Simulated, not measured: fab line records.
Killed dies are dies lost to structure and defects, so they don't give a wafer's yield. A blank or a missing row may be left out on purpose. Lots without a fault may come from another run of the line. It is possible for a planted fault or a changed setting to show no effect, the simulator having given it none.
The tool behind it: which one?	flow gf180mcu	11 lots with 33 wafers sampled at 5 steps, on a route of 602 steps

## WHAT EACH GAUGE READ, for each wafer
GF_V3_THK_MEAS_01. Usual: V3_CVD_00_THK gives 603 nm (standard deviation 5.6).
lot	measured	on	V3_CVD_00_THK (nm)	flag
L804	day 21 10:44	film-metro-03	597 596 600	
L806	day 22 02:46	film-metro-01	612 607 609	
L807	day 22 06:40	film-metro-03	606 616 611	
L812	day 24 03:04	film-metro-03	602 592 595	
L815	day 25 05:15	film-metro-03	607 602 607	
L816	day 25 12:24	film-metro-01	587 604 590	
L818	day 26 08:35	film-metro-04	604 607 609	
L821	day 27 14:18	film-metro-04	603 601 602	
L822	day 27 20:41	film-metro-01	602 614 602	
L823	day 28 04:46	film-metro-04	594 596 600	
L824	day 28 07:58	film-metro-01	600 598 603	

GF_V4_THK_MEAS_03. Usual: V4_CVD_02_THK gives 848 nm (standard deviation 11).
lot	measured	on	V4_CVD_02_THK (nm)	flag
L804	day 23 12:07	film-metro-03	837 837 849	
L806	day 24 04:11	film-metro-01	850 845 867	
L807	day 24 06:35	film-metro-01	827 837 837	
L812	day 26 02:18	film-metro-01	836 833 848	
L815	day 27 03:10	film-metro-02	835 849 898	
L816	day 27 09:11	film-metro-03	838 875 897	
L818	day 28 05:34	film-metro-01	845 839 858	
L821	day 29 09:45	film-metro-02	833 867 856	
L822	day 29 15:13	film-metro-01	850 851 848	
L823	day 29 22:56	film-metro-03	864 875 861	
L824	day 30 01:29	film-metro-03	839 856 866	

## TOOL THAT RAN EACH LOT (tool first, then ch and the chambers of the sampled wafers, then the start)
lot	GF_V3_ETCH_16	GF_V3_ETCH_17	GF_V4_CVD_02
L804	rie-diel-02 ch 0,2,3, day 22 10:56	rie-diel-02 ch 0,2,3, day 23 11:59 or earlier	pecvd-04 ch 0,1, day 23 11:59
L806	rie-diel-02 ch 0,2,3, day 23 03:08	rie-diel-02 ch 0,2,3, day 24 04:07 or earlier	pecvd-02 ch 1,2, day 24 04:07
L807	rie-diel-02 ch 2,3, day 23 05:37	rie-diel-02 ch 2,3, day 24 06:30 or earlier	pecvd-03 ch 0,1,2, day 24 06:30
L812	rie-diel-04 ch 1,2,3, day 25 01:35	rie-diel-04 ch 1,2,3, day 26 02:13 or earlier	pecvd-04 ch 0,1, day 26 02:13
L815	rie-diel-03 ch 0,1,3, day 26 02:47	rie-diel-03 ch 0,1,3, day 27 03:05 or earlier	pecvd-04 ch 0,1,2, day 27 03:05
L816	rie-diel-03 ch 0,1,3, day 26 10:17	rie-diel-03 ch 0,1,3, day 27 09:07 or earlier	pecvd-04 ch 0,1, day 27 09:07
L818	rie-diel-03 ch 1,2,3, day 27 06:50	rie-diel-03 ch 1,2,3, day 28 05:30 or earlier	pecvd-03 ch 0,2, day 28 05:30
L821	rie-diel-04 ch 2,3, day 28 11:14	rie-diel-04 ch 2,3, day 29 09:40 or earlier	pecvd-02 ch 0,1,2, day 29 09:40
L822	rie-diel-02 ch 2,3, day 28 17:17	rie-diel-02 ch 2,3, day 29 15:09 or earlier	pecvd-03 ch 0,1,2, day 29 15:09
L823	rie-diel-02 ch 0,1, day 29 01:04	rie-diel-02 ch 0,1, day 29 22:52 or earlier	pecvd-04 ch 1,2, day 29 22:52
L824	rie-diel-03 ch 1,2,3, day 29 03:53	rie-diel-03 ch 1,2,3, day 30 01:25 or earlier	pecvd-03 ch 1,2, day 30 01:25
- GF_V3_ETCH_16: etches BARC in N2/H2.
- GF_V3_ETCH_17: etches SiO2 in C4F8/O2/Ar, stops on TiN, target depth 635 nm.
- GF_V4_CVD_02: deposits SiO2 from TEOS, target thk 850 nm, time 94.851 s.

## AS READ BY THE TOOLS THEMSELVES (means over the sampled wafers that have a number; for cases with no such wafer, the mark the record gives instead)
GF_V3_ETCH_16. Usual: drypump-motor-current-A 5.9 A, standard deviation 0.38; h2-flow-sccm 200.1 sccm, standard deviation 0.62; oes-product-au 0.856 a.u., standard deviation 0.0047; throttle-valve-pct 13.225 %, standard deviation 0.0099.
lot	tool	drypump-motor-current-A (A)	h2-flow-sccm (sccm)	oes-product-au (a.u.)	throttle-valve-pct (%)	flag
L804	rie-diel-02	5.9	200.2	0.857	13.223	
L806	rie-diel-02	5.9	200.1	0.859	13.225	
L807	rie-diel-02	6.0	199.8	0.856	13.224	
L812	rie-diel-04	5.8	199.5	0.854	13.215	
L815	rie-diel-03	6.1	200.1	0.856	13.222	
L816	rie-diel-03	6.1	199.9	0.855	13.224	
L818	rie-diel-03	6.0	199.9	0.857	13.236	
L821	rie-diel-04	5.8	200.1	0.852	13.222	
L822	rie-diel-02	5.6	200.0	0.847	13.229	
L823	rie-diel-02	5.9	200.5	0.857	13.230	
L824	rie-diel-03	6.0	200.0	0.855	13.215	

GF_V3_ETCH_17. Usual: 0.856 a.u. for oes-product-au, sd 0.0047.
lot	tool	oes-product-au (a.u.)	flag
L804	rie-diel-02	0.855	
L806	rie-diel-02	0.855	
L807	rie-diel-02	0.857	
L812	rie-diel-04	0.859	
L815	rie-diel-03	0.856	
L816	rie-diel-03	0.857	
L818	rie-diel-03	0.856	
L821	rie-diel-04	0.852	
L822	rie-diel-02	0.856	
L823	rie-diel-02	0.855	
L824	rie-diel-03	0.854	

GF_V4_CVD_02. Usual: heater-power-w 650 W, standard deviation 71; rf-fwd-power-W 595.7 W, standard deviation 1.9.
lot	tool	heater-power-w (W)	rf-fwd-power-W (W)	flag
L804	pecvd-04	637	597.0	
L806	pecvd-02	694	595.6	
L807	pecvd-03	617	593.3	
L812	pecvd-04	573	597.8	
L815	pecvd-04	588	628.2	OFF
L816	pecvd-04	584	659.2	OFF
L818	pecvd-03	670	594.8	
L821	pecvd-02	664	594.2	
L822	pecvd-03	679	595.4	
L823	pecvd-04	615	597.2	
L824	pecvd-03	640	596.1	

## THE ANSWER, worked out from the rows above alone
Rule: take the mean of a lot's wafers that have a number; if it is more than 3 standard deviations from the usual mean, the lot is off. A lot without any number at a reading at which 4 lots or more have one is off too. The other lots that the step has rows for count as sound. The gauges are gone through in route order, then the tools' own readings, and for those a lot's mean is taken as printed above. The first step at which some lot is off is used, and at that step the reading that is off furthest; a lot without a number counts as furthest.
Off: L815, L816 (GF_V4_CVD_02, rf-fwd-power-W).
If a tool, at that step or one of the process steps before it, ran each lot that is off and ran no sound lot following the first of them, it fits. GF_V3_ETCH_17: start missing for some lots; hours and lot order therefore follow GF_V4_CVD_02. Of those tried, none fits.

## WHAT THE SIMULATOR PUT IN
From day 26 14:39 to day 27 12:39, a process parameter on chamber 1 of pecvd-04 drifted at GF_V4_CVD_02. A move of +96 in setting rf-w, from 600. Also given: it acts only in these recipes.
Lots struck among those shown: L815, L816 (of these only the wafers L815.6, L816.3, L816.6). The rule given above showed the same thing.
